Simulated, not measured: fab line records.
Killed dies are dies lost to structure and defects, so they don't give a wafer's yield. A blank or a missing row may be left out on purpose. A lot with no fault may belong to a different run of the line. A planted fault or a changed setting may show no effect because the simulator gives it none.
fab line records ; flow sfq-line
record: lots: 13; wafers: 39; last-day: 78
route steps=325 shown R5@213
lots that met no fault: taken from a fault-free run of the same line
start-h: hours from the record's first day to the start of the lot's first wafer shown ; wait-h: hours elapsed since this lot's preceding step ; " unchanged from the row above ; L1.1+2: one row covering several wafers at once ; - no value present, or no start provided ; * or withheld: withheld ; < > ~ a bound
route shown NAME@n: a module of which the file shows steps, and the number in the route of the first ; usual: average and standard deviation across the fault-free wafers ; same: alike in all rows ; chamber/n: place in a boat ; sites: readings site by site ; _std_site: their standard deviation ; _edge_site: the outer-site mean with the inner-site mean subtracted ; radius-mm: how far each site lies from the wafer's centre ; mask NAME#n: copy n ; behind: the tool/chamber that last shaped the wafer ; hold: what put the lot on hold/how long, in hours/how the hold closed ; device: whichever transistor did not switch (one of n, p or np) ; end of line: the tests these same wafers got at the end of their route ; a step given without rows: its recipe and nothing more ; killed: the dies lost at the first sort to structure and to defects; this is not the yield of the wafer ; map: per-die view of a wafer (x killed, . not killed, _ where there is no die)
set.NAME: setting as actually run; set.NAME@STEP: the setting as run at that earlier step ; model.NAME: the simulator's own value behind a step, which no gauge read
route steps across a sampled set of lots; one table per step, one row per wafer
services: when a tool's chamber went out of use (start-h, in hours from the record's first day, below 0 if earlier), for how many hours, and the reason
== steps ==
step: SFQ_TRILAYER_R5_DEP_SPUTTER_133
recipe: material: MoNx; base-pressure-pa: 1.33e-06; target-thk-nm: 40; power-w: 1000; time-s: 66.7; chamber-pressure-pa: 0.4
usual: chamber-pressure-pa: 0.4001/0.00078; throttle-valve-pct: 30.2/0.71
lot.wafer;tool;chamber;start-h;wait-h;chamber-pressure-pa;throttle-valve-pct
L254.1;pvd-sputter-05;-;1130.42;0.0;0.3993;30.4
L254.2;pvd-sputter-05;-;1130.42;0.0;0.3991;30.2
L254.6;pvd-sputter-05;-;1130.42;0.0;0.4007;29.7
L255.2;pvd-sputter-03;-;1140.73;0.0;0.4006;31.1
L255.3;pvd-sputter-03;-;1140.73;0.0;0.4001;30.0
L255.6;pvd-sputter-03;-;1140.73;0.0;0.3997;29.9
L256.2;pvd-sputter-04;-;1149.73;0.0;0.4003;30.3
L256.3;pvd-sputter-04;-;1149.73;0.0;0.3993;29.9
L256.6;pvd-sputter-04;-;1149.73;0.0;0.4000;30.0
L257.1;pvd-sputter-03;-;1158.85;0.0;0.3998;29.7
L257.2;pvd-sputter-03;-;1158.85;0.0;0.3994;30.9
L257.3;pvd-sputter-03;-;1158.85;0.0;0.4000;30.8
L259.1;pvd-sputter-03;-;1194.96;0.0;0.4010;29.4
L259.3;pvd-sputter-03;-;1194.96;0.0;0.3998;29.7
L259.6;pvd-sputter-03;-;1194.96;0.0;0.4001;29.7
L260.1;pvd-sputter-05;-;1205.60;0.0;0.4008;29.7
L260.4;pvd-sputter-05;-;1205.60;0.0;0.3991;30.6
L260.5;pvd-sputter-05;-;1205.60;0.0;0.4002;29.5
L261.3;pvd-sputter-03;-;1215.96;0.0;0.4000;29.8
L261.5;pvd-sputter-03;-;1215.96;0.0;0.4004;29.5
L261.6;pvd-sputter-03;-;1215.96;0.0;0.4009;30.8
L262.2;pvd-sputter-03;-;1221.96;0.0;0.3998;29.8
L262.3;pvd-sputter-03;-;1221.96;0.0;0.3990;31.2
L262.4;pvd-sputter-03;-;1221.96;0.0;0.3992;29.7
L264.3;pvd-sputter-03;-;1238.60;0.0;0.4000;29.7
L264.4;pvd-sputter-03;-;1238.60;0.0;0.4002;31.3
L264.6;pvd-sputter-03;-;1238.60;0.0;0.4004;31.2
L265.1;pvd-sputter-03;-;1242.67;0.0;0.3990;30.9
L265.3;pvd-sputter-03;-;1242.67;0.0;0.3998;29.9
L265.5;pvd-sputter-03;-;1242.67;0.0;0.4009;29.8
L266.2;pvd-sputter-03;-;1247.60;0.0;0.3994;31.1
L266.3;pvd-sputter-03;-;1247.60;0.0;0.4001;30.9
L266.6;pvd-sputter-03;-;1247.60;0.0;0.4009;31.1
L270.1;pvd-sputter-05;-;1272.60;0.0;0.4004;29.8
L270.3;pvd-sputter-05;-;1272.60;0.0;0.3996;30.7
L270.6;pvd-sputter-05;-;1272.60;0.0;0.4015;29.8
L275.1;pvd-sputter-04;-;1299.78;0.0;0.3990;29.6
L275.4;pvd-sputter-04;-;1299.78;0.0;0.3991;30.1
L275.5;pvd-sputter-04;-;1299.78;0.0;0.4008;28.5
step: SFQ_R5_RS_MEAS_933
recipe: thk-meas-gauge: four-point-probe; reads: Ti_of_TRILAYER_R5_DEP_SPUTTER_134+MoNx_of_TRILAYER_R5_DEP_SPUTTER_133+Ti_of_TRILAYER_R5_DEP_SPUTTER_132
usual: R5_MONX_RS: 7.05/0.12
lot.wafer;tool;chamber;start-h;wait-h;R5_MONX_RS[ohm/sq]
L254.1;film-metro-01;-;1130.50;0.0;6.91
L254.2;film-metro-01;-;1130.50;0.0;6.98
L254.6;film-metro-01;-;1130.50;0.0;6.95
L255.2;film-metro-02;-;1140.82;0.0;6.80
L255.3;film-metro-02;-;1140.82;0.0;7.11
L255.6;film-metro-02;-;1140.82;0.0;7.08
L256.2;film-metro-01;-;1149.82;0.0;7.13
L256.3;film-metro-01;-;1149.82;0.0;7.14
L256.6;film-metro-01;-;1149.82;0.0;7.12
L257.1;film-metro-03;-;1158.93;0.0;7.23
L257.2;film-metro-03;-;1158.93;0.0;6.97
L257.3;film-metro-03;-;1158.93;0.0;7.00
L259.1;film-metro-02;-;1195.03;0.0;7.08
L259.3;film-metro-02;-;1195.03;0.0;7.20
L259.6;film-metro-02;-;1195.03;0.0;7.07
L260.1;film-metro-01;-;1205.68;0.0;6.95
L260.4;film-metro-01;-;1205.68;0.0;6.97
L260.5;film-metro-01;-;1205.68;0.0;6.98
L261.3;film-metro-03;-;1216.07;0.0;7.20
L261.5;film-metro-03;-;1216.07;0.0;7.07
L261.6;film-metro-03;-;1216.07;0.0;7.00
L262.2;film-metro-03;-;1222.05;0.0;7.25
L262.3;film-metro-03;-;1222.05;0.0;7.04
L262.4;film-metro-03;-;1222.05;0.0;7.15
L264.3;film-metro-03;-;1238.72;0.0;7.11
L264.4;film-metro-03;-;1238.72;0.0;7.08
L264.6;film-metro-03;-;1238.72;0.0;7.03
L265.1;film-metro-03;-;1242.74;0.0;7.08
L265.3;film-metro-03;-;1242.74;0.0;7.33
L265.5;film-metro-03;-;1242.74;0.0;7.31
L266.2;film-metro-03;-;1247.70;0.0;6.92
L266.3;film-metro-03;-;1247.70;0.0;6.92
L266.6;film-metro-03;-;1247.70;0.0;7.75
L270.1;film-metro-01;-;1272.68;0.0;7.08
L270.3;film-metro-01;-;1272.68;0.0;6.97
L270.6;film-metro-01;-;1272.68;0.0;6.91
L275.1;film-metro-02;-;1299.85;0.0;7.02
L275.4;film-metro-02;-;1299.85;0.0;7.04
L275.5;film-metro-02;-;1299.85;0.0;7.11
step: SFQ_R5_THK_MEAS_934
recipe: thk-meas-gauge: xrf; reads: MoNx_of_TRILAYER_R5_DEP_SPUTTER_133
usual: R5_MONX_THK: 39.2/0.69
lot.wafer;tool;chamber;start-h;wait-h;R5_MONX_THK[nm]
L254.1;film-metro-01;-;1130.62;0.1;39.5
L254.2;film-metro-01;-;1130.62;0.1;39.1
L254.6;film-metro-01;-;1130.62;0.1;39.1
L255.2;film-metro-02;-;1140.93;0.1;40.7
L255.3;film-metro-02;-;1140.93;0.1;38.7
L255.6;film-metro-02;-;1140.93;0.1;38.9
L256.2;film-metro-01;-;1149.93;0.1;38.4
L256.3;film-metro-01;-;1149.93;0.1;38.8
L256.6;film-metro-01;-;1149.93;0.1;38.4
L257.1;film-metro-03;-;1159.05;0.1;38.5
L257.2;film-metro-03;-;1159.05;0.1;40.4
L257.3;film-metro-03;-;1159.05;0.1;40.1
L259.1;film-metro-02;-;1195.15;0.1;39.0
L259.3;film-metro-02;-;1195.15;0.1;38.4
L259.6;film-metro-02;-;1195.15;0.1;39.2
L260.1;film-metro-01;-;1205.80;0.1;39.0
L260.4;film-metro-01;-;1205.80;0.1;39.1
L260.5;film-metro-01;-;1205.80;0.1;39.0
L261.3;film-metro-03;-;1216.17;0.1;38.2
L261.5;film-metro-03;-;1216.17;0.1;39.2
L261.6;film-metro-03;-;1216.17;0.1;39.4
L262.2;film-metro-03;-;1222.16;0.1;38.0
L262.3;film-metro-03;-;1222.16;0.1;39.4
L262.4;film-metro-03;-;1222.16;0.1;38.5
L264.3;film-metro-03;-;1238.82;0.1;39.0
L264.4;film-metro-03;-;1238.82;0.1;39.1
L264.6;film-metro-03;-;1238.82;0.1;39.6
L265.1;film-metro-03;-;1242.86;0.1;38.8
L265.3;film-metro-03;-;1242.86;0.1;37.7
L265.5;film-metro-03;-;1242.86;0.1;37.9
L266.2;film-metro-03;-;1247.81;0.1;40.0
L266.3;film-metro-03;-;1247.81;0.1;40.1
L266.6;film-metro-03;-;1247.81;0.1;35.3
L270.1;film-metro-01;-;1272.80;0.1;38.5
L270.3;film-metro-01;-;1272.80;0.1;39.3
L270.6;film-metro-01;-;1272.80;0.1;39.4
L275.1;film-metro-02;-;1299.97;0.1;39.3
L275.4;film-metro-02;-;1299.97;0.1;39.5
L275.5;film-metro-02;-;1299.97;0.1;38.9
== services ==
tool;chamber;start-h;hours;kind
pvd-sputter-04;-;1108.55;2.1;repair
pvd-sputter-05;-;1108.72;1.8;repair
pvd-sputter-04;-;1181.06;5.3;repair
pvd-sputter-04;3;1188.28;-;consumable-replace:kit
pvd-sputter-04;3;1188.28;18.0;scheduled-down
pvd-sputter-04;3;1188.28;18.0;vent-cycle
pvd-sputter-05;-;1226.58;5.2;repair
pvd-sputter-05;-;1261.54;3.7;repair
pvd-sputter-03;0;1271.97;-;consumable-replace:kit
pvd-sputter-03;0;1271.97;18.0;scheduled-down
pvd-sputter-03;0;1271.97;18.0;vent-cycle
pvd-sputter-05;-;1291.68;5.0;repair
== key ==
first-sign: step: SFQ_R5_RS_MEAS_933; reading: R5_MONX_RS; direction: up; sigmas: 5.9; usual: 7.05; struck: 7.75
effect: step: SFQ_R5_THK_MEAS_934; reading: R5_MONX_THK; direction: down; sigmas: 5.7; usual: 39.2; struck: 35.3
met-at SFQ_TRILAYER_R5_DEP_SPUTTER_133
struck-lots L266
struck-wafers L266.6
onset-between 1242.67 1247.60
fault: kind: process-parameter-drift; tool: pvd-sputter-03; chamber: -; onset-h: 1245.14; steps: SFQ_TRILAYER_R5_DEP_SPUTTER_133; channel: target-thk-nm; offset: -4.5362; shape: step; end-h: 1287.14; scope: struck-wafers-only; acts-in: these-recipes-only; stated: 40
